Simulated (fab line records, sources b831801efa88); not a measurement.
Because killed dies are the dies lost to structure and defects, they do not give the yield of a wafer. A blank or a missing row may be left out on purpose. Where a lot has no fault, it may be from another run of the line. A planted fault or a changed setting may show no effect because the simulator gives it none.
fab line records | flow gf180mcu
record: lots: 14 | wafers: 42 | lastDay: 33
route steps=602 shown STI@25 MVSD@73 VT_IMPLANT@127
lots untouched by any fault: they come from a run of this same line in which no faults occurred
startH: start of the lot's first displayed wafer, in hours after the record's first day | waitH: hours from the lot's prior step to this one | " repeats the value in the row above | L1.1+2: a row that stands for several wafers | - no value present, or no start provided | * or withheld: withheld | < > ~ a bound
route shown NAME@n: a module of which the file shows steps, and the number in the route of the first | usual: the fault-free wafers' mean and standard deviation | same: alike in all rows | chamber/n: place in a boat | sites: per-site readings | _std_site: the standard deviation of these | _edge_site: outer sites' mean less inner sites' | radiusMm: for every site, how far away it sits from the centre of the wafer | mask NAME#n: copy n | behind: the tool/chamber that last shaped the wafer | hold: why the lot went on hold/how many hours it stayed there/how the hold came to an end | device: the n, p or np transistor that did not switch | end of line: at the end of the route, the tests of the same wafers | a step with no rows: only its recipe | killed: the dies lost at the first sort to structure and to defects; this is not the yield of the wafer | map: shows each die of a wafer: x if killed, . if not, _ if none is there
set.NAME: the setting that was run; set.NAME@STEP: the one run at that earlier step | model.NAME: the simulator's own value behind a step, which no gauge read
the route's steps for a sample of lots (tables are steps, rows are wafers)
services: a tool's chamber out of use, with start hour (startH, from the record's first day; less than 0 if before it), hours out, and reason
== steps ==
step: GF_STI_THK_MEAS_24
recipe: reads: SiO2_of_STI_CVD_23
usual: STI_CVD_23_THK: 653/7.4
lot.wafer | tool         | chamber | startH | waitH | STI_CVD_23_THK[nm]
L506.3    | filmMetro-04 | -       | 27.79  | 0.1   | 654
L506.5    | "            | -       | "      | "     | 654
L506.6    | "            | -       | "      | "     | 656
L509.2    | filmMetro-01 | -       | 42.59  | 0.0   | 648
L509.3    | "            | -       | "      | "     | 649
L509.4    | "            | -       | "      | "     | 656
L510.3    | filmMetro-04 | -       | 49.45  | 0.1   | 643
L510.4    | "            | -       | "      | "     | 663
L510.6    | "            | -       | "      | "     | 661
L513.2    | filmMetro-04 | -       | 63.05  | 0.0   | 662
L513.3    | "            | -       | "      | "     | 658
L513.4    | "            | -       | "      | "     | 667
L514.3    | filmMetro-04 | -       | 70.27  | 0.1   | 650
L514.4    | "            | -       | "      | "     | 648
L514.6    | "            | -       | "      | "     | 655
L515.1    | filmMetro-01 | -       | 74.65  | 0.0   | 653
L515.4    | "            | -       | "      | "     | 649
L515.5    | "            | -       | "      | "     | 657
L516.3    | filmMetro-04 | -       | 80.55  | 0.1   | 644
L516.5    | "            | -       | "      | "     | 638
L516.6    | "            | -       | "      | "     | 661
L518.4    | filmMetro-01 | -       | 88.94  | 0.0   | 644
L518.5    | "            | -       | "      | "     | 650
L518.6    | "            | -       | "      | "     | 637
L519.1    | filmMetro-01 | -       | 95.18  | 0.0   | 650
L519.2    | "            | -       | "      | "     | 661
L519.4    | "            | -       | "      | "     | 654
L520.2    | filmMetro-04 | -       | 102.79 | 0.0   | 664
L520.3    | "            | -       | "      | "     | 660
L520.5    | "            | -       | "      | "     | 661
L521.2    | filmMetro-02 | -       | 104.12 | 0.0   | 664
L521.4    | "            | -       | "      | "     | 664
L521.6    | "            | -       | "      | "     | 653
L522.1    | filmMetro-02 | -       | 109.51 | 0.0   | 644
L522.4    | "            | -       | "      | "     | 652
L522.5    | "            | -       | "      | "     | 646
L523.1    | filmMetro-02 | -       | 116.87 | 0.0   | 639
L523.2    | "            | -       | "      | "     | 659
L523.5    | "            | -       | "      | "     | 640
L524.2    | filmMetro-01 | -       | 120.60 | 0.0   | 651
L524.4    | "            | -       | "      | "     | 652
L524.5    | "            | -       | "      | "     | 643
step: GF_STI_THK_MEAS_30
recipe: reads: SiO2_of_STI_OXIDATION_29
usual: STI_OXIDATION_02_THK: 10.01/0.18
lot.wafer | tool         | chamber | startH | waitH | STI_OXIDATION_02_THK[nm]
L506.3    | filmMetro-04 | -       | 31.23  | 0.0   | 9.79
L506.5    | "            | -       | "      | "     | 9.76
L506.6    | "            | -       | "      | "     | 9.84
L509.2    | filmMetro-01 | -       | 44.95  | 0.0   | 10.36
L509.3    | "            | -       | "      | "     | 10.37
L509.4    | "            | -       | "      | "     | 10.23
L510.3    | filmMetro-01 | -       | 52.33  | 0.0   | 9.90
L510.4    | "            | -       | "      | "     | 10.09
L510.6    | "            | -       | "      | "     | 10.08
L513.2    | filmMetro-02 | -       | 65.94  | 0.0   | 9.98
L513.3    | "            | -       | "      | "     | 9.90
L513.4    | "            | -       | "      | "     | 9.62
L514.3    | filmMetro-01 | -       | 72.67  | 0.0   | 10.07
L514.4    | "            | -       | "      | "     | 10.08
L514.6    | "            | -       | "      | "     | 10.03
L515.1    | filmMetro-01 | -       | 78.08  | 0.0   | 9.97
L515.4    | "            | -       | "      | "     | 10.03
L515.5    | "            | -       | "      | "     | 10.03
L516.3    | filmMetro-02 | -       | 83.26  | 0.0   | 9.71
L516.5    | "            | -       | "      | "     | 9.89
L516.6    | "            | -       | "      | "     | 10.03
L518.4    | filmMetro-02 | -       | 91.34  | 0.0   | 10.42
L518.5    | "            | -       | "      | "     | 10.45
L518.6    | "            | -       | "      | "     | 10.30
L519.1    | filmMetro-02 | -       | 97.91  | 0.0   | 10.06
L519.2    | "            | -       | "      | "     | 10.11
L519.4    | "            | -       | "      | "     | 10.21
L520.2    | filmMetro-01 | -       | 105.38 | 0.0   | 9.99
L520.3    | "            | -       | "      | "     | 10.20
L520.5    | "            | -       | "      | "     | 9.98
L521.2    | filmMetro-01 | -       | 106.77 | 0.0   | 10.18
L521.4    | "            | -       | "      | "     | 10.12
L521.6    | "            | -       | "      | "     | 10.28
L522.1    | filmMetro-04 | -       | 113.68 | 0.0   | 9.89
L522.4    | "            | -       | "      | "     | 10.09
L522.5    | "            | -       | "      | "     | 10.04
L523.1    | filmMetro-01 | -       | 121.08 | 0.0   | 10.02
L523.2    | "            | -       | "      | "     | 10.01
L523.5    | "            | -       | "      | "     | 10.14
L524.2    | filmMetro-02 | -       | 123.41 | 0.0   | 10.24
L524.4    | "            | -       | "      | "     | 10.01
L524.5    | "            | -       | "      | "     | 10.03
step: GF_MVSD_OVL_MEAS_07
usual: MVSD_OVL: -0.1/1.4
lot.wafer | tool       | chamber | startH | waitH | MVSD_OVL[nm]
L506.3    | overlay-01 | -       | 83.15  | -     | -1.9
L506.5    | "          | -       | "      | "     | -2.1
L506.6    | "          | -       | "      | "     | -3.5
L509.2    | overlay-02 | -       | 97.69  | -     | 0.9
L509.3    | "          | -       | "      | "     | 2.2
L509.4    | "          | -       | "      | "     | 2.8
L510.3    | overlay-01 | -       | 106.90 | -     | -0.7
L510.4    | "          | -       | "      | "     | 0.7
L510.6    | "          | -       | "      | "     | -0.4
L513.2    | overlay-02 | -       | 122.10 | -     | -2.0
L513.3    | "          | -       | "      | "     | -0.7
L513.4    | "          | -       | "      | "     | -2.0
L514.3    | overlay-01 | -       | 131.35 | -     | -1.7
L514.4    | "          | -       | "      | "     | -1.4
L514.6    | "          | -       | "      | "     | -1.7
L515.1    | overlay-01 | -       | 136.68 | -     | -1.7
L515.4    | "          | -       | "      | "     | -2.6
L515.5    | "          | -       | "      | "     | -0.3
L516.3    | overlay-01 | -       | 141.10 | -     | -0.8
L516.5    | "          | -       | "      | "     | -0.3
L516.6    | "          | -       | "      | "     | -0.7
L518.4    | overlay-02 | -       | 151.69 | -     | 0.4
L518.5    | "          | -       | "      | "     | 1.0
L518.6    | "          | -       | "      | "     | 1.5
L519.1    | overlay-01 | -       | 158.37 | -     | 0.5
L519.2    | "          | -       | "      | "     | -0.5
L519.4    | "          | -       | "      | "     | 0.3
L520.2    | overlay-02 | -       | 167.25 | -     | 0.9
L520.3    | "          | -       | "      | "     | 0.6
L520.5    | "          | -       | "      | "     | 1.1
L521.2    | overlay-01 | -       | 169.33 | -     | 0.6
L521.4    | "          | -       | "      | "     | 0.2
L521.6    | "          | -       | "      | "     | 0.8
L522.1    | overlay-02 | -       | 175.52 | -     | 0.3
L522.4    | "          | -       | "      | "     | -0.4
L522.5    | "          | -       | "      | "     | -0.1
L523.1    | overlay-01 | -       | 185.84 | -     | 0.7
L523.2    | "          | -       | "      | "     | -1.6
L523.5    | "          | -       | "      | "     | 0.6
L524.2    | overlay-02 | -       | 186.20 | -     | -1.9
L524.4    | "          | -       | "      | "     | -2.4
L524.5    | "          | -       | "      | "     | -0.3
step: GF_VT_IMPLANT_EXPOSE_37
recipe: maskId: Nwell_HV_AREA | targetCdNm: 860 | na: 0.6 | sourceShape: conventional | sigmaOuter: 0.6 | doseMj: 140
usual: exposureDoseMJCm2: 140.00/0.14 | focusOffsetNm: 0.0/0.48
lot.wafer | tool            | chamber | startH | waitH | mask            | exposureDoseMJCm2 | focusOffsetNm
L506.3    | ilineStepper-02 | 0       | 149.46 | -     | Nwell_HV_AREA#0 | 140.15            | -1.5
L506.5    | "               | 0       | "      | "     | Nwell_HV_AREA#0 | 140.06            | -0.2
L506.6    | "               | 0       | "      | "     | Nwell_HV_AREA#0 | 140.08            | -1.0
L509.2    | ilineStepper-02 | 0       | 166.29 | -     | Nwell_HV_AREA#0 | 140.05            | 0.2
L509.3    | "               | 0       | "      | "     | Nwell_HV_AREA#0 | 140.01            | 0.7
L509.4    | "               | 0       | "      | "     | Nwell_HV_AREA#0 | 140.17            | 0.1
L510.3    | ilineStepper-01 | 0       | 176.80 | -     | Nwell_HV_AREA#0 | 139.87            | 0.1
L510.4    | "               | 0       | "      | "     | Nwell_HV_AREA#0 | 139.86            | 0.7
L510.6    | "               | 0       | "      | "     | Nwell_HV_AREA#0 | 139.93            | -0.1
L513.2    | ilineStepper-02 | 0       | 194.07 | -     | Nwell_HV_AREA#0 | 140.11            | 0.4
L513.3    | "               | 0       | "      | "     | Nwell_HV_AREA#0 | 140.17            | 0.0
L513.4    | "               | 0       | "      | "     | Nwell_HV_AREA#0 | 140.28            | 0.3
L514.3    | ilineStepper-01 | 0       | 204.89 | -     | Nwell_HV_AREA#0 | 139.84            | 0.1
L514.4    | "               | 0       | "      | "     | Nwell_HV_AREA#0 | 139.93            | 0.4
L514.6    | "               | 0       | "      | "     | Nwell_HV_AREA#0 | 139.91            | 0.2
L515.1    | ilineStepper-02 | 0       | 210.65 | -     | Nwell_HV_AREA#0 | 140.00            | -0.5
L515.4    | "               | 0       | "      | "     | Nwell_HV_AREA#0 | 139.74            | -0.1
L515.5    | "               | 0       | "      | "     | Nwell_HV_AREA#0 | 139.92            | -0.1
L516.3    | ilineStepper-02 | 0       | 215.77 | -     | Nwell_HV_AREA#0 | 140.16            | -0.8
L516.5    | "               | 0       | "      | "     | Nwell_HV_AREA#0 | 140.13            | 0.1
L516.6    | "               | 0       | "      | "     | Nwell_HV_AREA#0 | 140.10            | -0.4
L518.4    | ilineStepper-02 | 0       | 228.68 | -     | Nwell_HV_AREA#0 | 139.85            | -0.3
L518.5    | "               | 0       | "      | "     | Nwell_HV_AREA#0 | 139.88            | 0.4
L518.6    | "               | 0       | "      | "     | Nwell_HV_AREA#0 | 139.82            | 0.2
L519.1    | ilineStepper-01 | 0       | 236.16 | -     | Nwell_HV_AREA#0 | 140.06            | -0.3
L519.2    | "               | 0       | "      | "     | Nwell_HV_AREA#0 | 140.06            | -0.8
L519.4    | "               | 0       | "      | "     | Nwell_HV_AREA#0 | 140.06            | -0.3
L520.2    | ilineStepper-01 | 0       | 245.65 | -     | Nwell_HV_AREA#0 | 140.11            | 0.3
L520.3    | "               | 0       | "      | "     | Nwell_HV_AREA#0 | 140.22            | 0.9
L520.5    | "               | 0       | "      | "     | Nwell_HV_AREA#0 | 139.98            | 0.0
L521.2    | ilineStepper-01 | 0       | 247.64 | -     | Nwell_HV_AREA#0 | 140.01            | 0.0
L521.4    | "               | 0       | "      | "     | Nwell_HV_AREA#0 | 139.81            | 0.7
L521.6    | "               | 0       | "      | "     | Nwell_HV_AREA#0 | 139.92            | -0.5
L522.1    | ilineStepper-01 | 0       | 254.93 | -     | Nwell_HV_AREA#0 | 139.97            | -0.1
L522.4    | "               | 0       | "      | "     | Nwell_HV_AREA#0 | 140.14            | 0.0
L522.5    | "               | 0       | "      | "     | Nwell_HV_AREA#0 | 139.86            | 0.4
L523.1    | ilineStepper-02 | -       | 266.80 | -     | Nwell_HV_AREA#0 | -                 | -
L523.2    | "               | -       | "      | "     | Nwell_HV_AREA#0 | -                 | -
L523.5    | "               | -       | "      | "     | Nwell_HV_AREA#0 | -                 | -
L524.2    | ilineStepper-01 | -       | 267.23 | -     | Nwell_HV_AREA#0 | -                 | -
L524.4    | "               | -       | "      | "     | Nwell_HV_AREA#0 | -                 | -
L524.5    | "               | -       | "      | "     | Nwell_HV_AREA#0 | -                 | -
== services ==
tool            | chamber | startH | hours | kind
ilineStepper-01 | -       | 146.85 | 0.8   | repair
ilineStepper-02 | -       | 187.88 | 1.7   | pm
ilineStepper-02 | -       | 205.93 | 2.1   | pm
ilineStepper-02 | -       | 208.01 | -     | consumableReplace:lamp
ilineStepper-02 | -       | 238.81 | 11.6  | repair
== key ==
firstSign: step: GF_VT_IMPLANT_EXPOSE_37 | reading: toolRecord | direction: missing
effect none on later readings
metAt GF_VT_IMPLANT_EXPOSE_37
struckLots L523,L524
laterRowsLeftOut L523.1,L523.2,L523.5,L524.2,L524.4,L524.5
sortLeftOut L523.1,L523.2,L523.5,L524.2,L524.4,L524.5
testerLeftOut L523,L524
notActingAt GF_STI_THK_MEAS_24,GF_STI_THK_MEAS_30,GF_MVSD_OVL_MEAS_07
onsetBetween 254.93 266.80
fault: kind: skippedStepWhole | tool: ilineStepper-01,ilineStepper-02 | chamber: - | onsetH: 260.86 | steps: GF_VT_IMPLANT_EXPOSE_37 | scope: struckLotsOnly
testerLeftOut: of these lots the tester's yield and bins aren't shown, on N5 and GAA mostly nor the transistor test; their killed dies are dies lost to structure and defects alone, not to doping, threshold or leakage, so they don't give the yield
sortLeftOut: the simulated sort isn't trusted on such a fault, so these wafers' sort isn't shown, and their yield isn't known
laterRowsLeftOut: the simulator's readings of these wafers behind a module that went badly wrong aren't trusted and aren't shown, but for the sort
